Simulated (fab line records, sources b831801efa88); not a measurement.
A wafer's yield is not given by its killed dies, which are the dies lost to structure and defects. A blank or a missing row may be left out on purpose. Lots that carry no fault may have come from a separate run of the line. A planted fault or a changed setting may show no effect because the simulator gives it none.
Which of the tools did it? | flow gf180mcu | Sampling: 11 lots, 33 wafers, 6 of 602 route steps

## WHAT THE GAUGES READ, wafer by wafer
GF_HV_LDD_OVL_MEAS_08.
lot  | measured     | on         | HV_LDD_OVL (nm)
L130 | day 10 00:29 | overlay-01 | -0.3 -0.4 -1.4
L131 | day 10 04:02 | overlay-01 | -0.9 -0.7 -2.3
L133 | day 10 21:03 | overlay-01 | 0.2 1.2 1.1
L134 | day 11 05:10 | overlay-02 | -2.5 -1.7 -0.8
L136 | day 11 20:00 | overlay-02 | 0.7 0.7 0.7
L137 | day 12 02:24 | overlay-02 | -0.7 -0.6 -1.4
L143 | day 13 21:44 | overlay-02 | -0.2 -1.5 -2.0
L144 | day 14 12:46 | overlay-02 | -0.2 -0.4 -1.1
L146 | day 15 03:32 | overlay-01 | 1.2 1.1 0.7
L151 | day 16 11:19 | overlay-01 | 1.3 -0.6 0.9
L153 | day 17 03:38 | overlay-01 | 2.2 1.8 4.0

GF_HV_LDD_RS_MEAS_53: measurement is done with a four-point probe.
lot  | measured     | on            | HV_LDD_RS (ohm/sq)
L130 | day 12 08:44 | film-metro-03 | 419.0 418.1 418.8
L131 | day 12 13:44 | film-metro-01 | 418.7 418.6 417.9
L133 | day 13 09:13 | film-metro-01 | 418.9 419.9 418.5
L134 | day 13 17:13 | film-metro-01 | 417.9 417.5 417.3
L136 | day 14 09:44 | film-metro-02 | 417.9 418.2 417.8
L137 | day 14 17:53 | film-metro-01 | 418.2 419.1 418.7
L143 | day 16 17:30 | film-metro-03 | 419.3 418.2 418.6
L144 | day 17 08:25 | film-metro-03 | 418.7 419.7 419.3
L146 | day 18 01:52 | film-metro-02 | 417.7 418.3 416.6
L151 | day 19 09:32 | film-metro-01 | 420.1 419.7 420.7
L153 | day 20 05:38 | film-metro-03 | 418.0 418.2 419.0

GF_PSD_TW_MEAS_11.
lot  | measured     | on            | PSD_TW
L130 | day 14 04:05 | film-metro-04 | 3237 3219 3228
L131 | day 14 09:58 | film-metro-04 | 3222 3204 3218
L133 | day 15 06:38 | film-metro-01 | 3162 3172 3152
L134 | day 15 15:05 | film-metro-04 | 3227 3225 3224
L136 | day 16 09:46 | film-metro-01 | 3174 3183 3179
L137 | day 16 17:11 | film-metro-01 | 3183 3195 3183
L143 | day 18 19:45 | film-metro-01 | 3164 3163 3155
L144 | day 19 11:22 | film-metro-01 | 3411 3404 3426
L146 | day 20 05:48 | film-metro-02 | 3385 3399 3400
L151 | day 21 11:43 | film-metro-04 | 3222 3201 3217
L153 | day 22 07:59 | film-metro-02 | 3162 3168 3166

GF_PSD_RS_MEAS_15: measurement is done with a four-point probe.
lot  | measured     | on            | PSD_RS (ohm/sq)
L130 | day 14 04:24 | film-metro-01 | 108.67 108.65 108.74
L131 | day 14 10:16 | film-metro-01 | 109.06 108.99 108.66
L133 | day 15 06:58 | film-metro-04 | 108.75 108.92 108.83
L134 | day 15 15:25 | film-metro-01 | 108.30 108.63 108.26
L136 | day 16 10:05 | film-metro-04 | 109.46 109.37 109.39
L137 | day 16 17:30 | film-metro-01 | 108.33 108.28 108.53
L143 | day 18 20:05 | film-metro-04 | 108.90 108.95 108.86
L144 | day 19 11:41 | film-metro-04 | 102.53 102.40 102.34
L146 | day 20 06:08 | film-metro-01 | 102.39 102.29 102.24
L151 | day 21 12:02 | film-metro-02 | 108.74 108.48 108.82
L153 | day 22 08:20 | film-metro-02 | 108.19 108.47 108.36

## TOOL THAT RAN EACH LOT (tool first, then ch and the chambers of the sampled wafers, then the start)
lot  | GF_PSD_IMPLANT_09               | GF_PSD_STRIP_10
L130 | implanter-03 ch 0, day 14 03:50 | plasma-asher-03 ch 0,1, day 14 03:58
L131 | implanter-04 ch 0, day 14 09:43 | plasma-asher-01 ch 0,1, day 14 09:52
L133 | implanter-03 ch 0, day 15 06:23 | plasma-asher-03 ch 0,1, day 15 06:32
L134 | implanter-04 ch 0, day 15 14:52 | plasma-asher-01 ch 0,1, day 15 14:59
L136 | implanter-03 ch 0, day 16 09:31 | plasma-asher-02 ch 0,1, day 16 09:40
L137 | implanter-03 ch 0, day 16 16:56 | plasma-asher-02 ch 0,1, day 16 17:04
L143 | implanter-01 ch 0, day 18 19:32 | plasma-asher-01 ch 0,1, day 18 19:40
L144 | implanter-03 ch 0, day 19 11:07 | plasma-asher-01 ch 0,1, day 19 11:16
L146 | implanter-03 ch 0, day 20 05:30 | plasma-asher-01 ch 0,1, day 20 05:38
L151 | implanter-01 ch 0, day 21 11:28 | plasma-asher-02 ch 0,1, day 21 11:37
L153 | implanter-04 ch 0, day 22 07:47 | plasma-asher-02 ch 0,1, day 22 07:53
- GF_PSD_IMPLANT_09
- GF_PSD_STRIP_10: strips in O2/N2.

## AS READ BY THE TOOLS THEMSELVES (means over the sampled wafers that have a number; for cases with no such wafer, the mark the record gives instead)
GF_PSD_IMPLANT_09.
lot  | tool         | beam-energy-keV | dose-ions-cm2 | end-station-pressure-torr (Torr) | faraday-current-uA | tilt-deg (degrees)
L130 | implanter-03 | 39.995          | 1.4994e+15    | 1.13e-05                         | 8158               | 6.992
L131 | implanter-04 | 39.986          | 1.4999e+15    | 1.10e-05                         | 8183               | 6.978
L133 | implanter-03 | 39.993          | 1.4987e+15    | 1.19e-05                         | 8409               | 7.006
L134 | implanter-04 | 39.995          | 1.4984e+15    | 1.21e-05                         | 8108               | 7.006
L136 | implanter-03 | 39.993          | 1.4990e+15    | 1.17e-05                         | 8255               | 7.018
L137 | implanter-03 | 40.001          | 1.4997e+15    | 1.18e-05                         | 8187               | 7.013
L143 | implanter-01 | 39.994          | 1.4980e+15    | 1.14e-05                         | 8202               | 6.974
L144 | implanter-03 | 39.996          | 2.1692e+15    | 1.44e-05                         | 11857              | 6.984
L146 | implanter-03 | 40.001          | 2.1657e+15    | 1.48e-05                         | 11612              | 7.017
L151 | implanter-01 | 40.002          | 1.5004e+15    | 1.19e-05                         | 8084               | 6.996
L153 | implanter-04 | 39.978          | 1.4979e+15    | 1.16e-05                         | 8217               | 7.002

GF_PSD_STRIP_10.
lot  | tool            | drypump-motor-current-A (A) | heater-power-w (W) | oes-product-au (a.u.) | strip-time-to-endpoint-s (s)
L130 | plasma-asher-03 | 5.5                         | 362                | 0.595                 | 16.54
L131 | plasma-asher-01 | 5.9                         | 374                | 0.591                 | 16.55
L133 | plasma-asher-03 | 5.7                         | 356                | 0.592                 | 16.61
L134 | plasma-asher-01 | 5.9                         | 370                | 0.594                 | 16.59
L136 | plasma-asher-02 | 5.9                         | 316                | 0.594                 | 16.57
L137 | plasma-asher-02 | 5.9                         | 314                | 0.592                 | 16.55
L143 | plasma-asher-01 | 5.8                         | 351                | 0.593                 | 16.51
L144 | plasma-asher-01 | 5.8                         | 350                | 0.567                 | 17.83
L146 | plasma-asher-01 | 5.8                         | 345                | 0.568                 | 17.81
L151 | plasma-asher-02 | 5.8                         | 313                | 0.592                 | 16.52
L153 | plasma-asher-02 | 5.6                         | 327                | 0.593                 | 16.54

## THE ANSWER, worked out from the rows above alone
Rule: usual is defined by the lots themselves. Put in order of their means at a reading, lots are off if they are a third of the lots or fewer, leave a main group of 4 or more, and stand apart from it by a gap of 3 or more times the standard deviation of the main group's means; of several such gaps the widest counts. Not used: any main group whose means are identical at the precision the tables above print for the reading. Also off: a lot with no number at a reading for which 4 or more lots have one. The other lots that the step has rows for count as sound. First the gauges in route order, then the tools' own readings, where a lot's mean is used as printed above. At the first step where some lot is off, the reading lying furthest off is the one used; lots without a number count as furthest.
Off: at GF_PSD_TW_MEAS_11 (PSD_TW), L144, L146. For the main group the mean is 3193 and the standard deviation 26.
If a tool, at a process step before that reading, ran all the lots that are off and no sound lot after the first of them, it fits. Not tried: the gauges at GF_PSD_TW_MEAS_11; whatever is off there is also off at GF_PSD_IMPLANT_09, on other tools, and gauge error can't account for it. 2 tools fit, implanter-03 at GF_PSD_IMPLANT_09 and plasma-asher-01 at GF_PSD_STRIP_10, so this cannot tell which one it is.

## WHAT THE SIMULATOR HAD INSERTED
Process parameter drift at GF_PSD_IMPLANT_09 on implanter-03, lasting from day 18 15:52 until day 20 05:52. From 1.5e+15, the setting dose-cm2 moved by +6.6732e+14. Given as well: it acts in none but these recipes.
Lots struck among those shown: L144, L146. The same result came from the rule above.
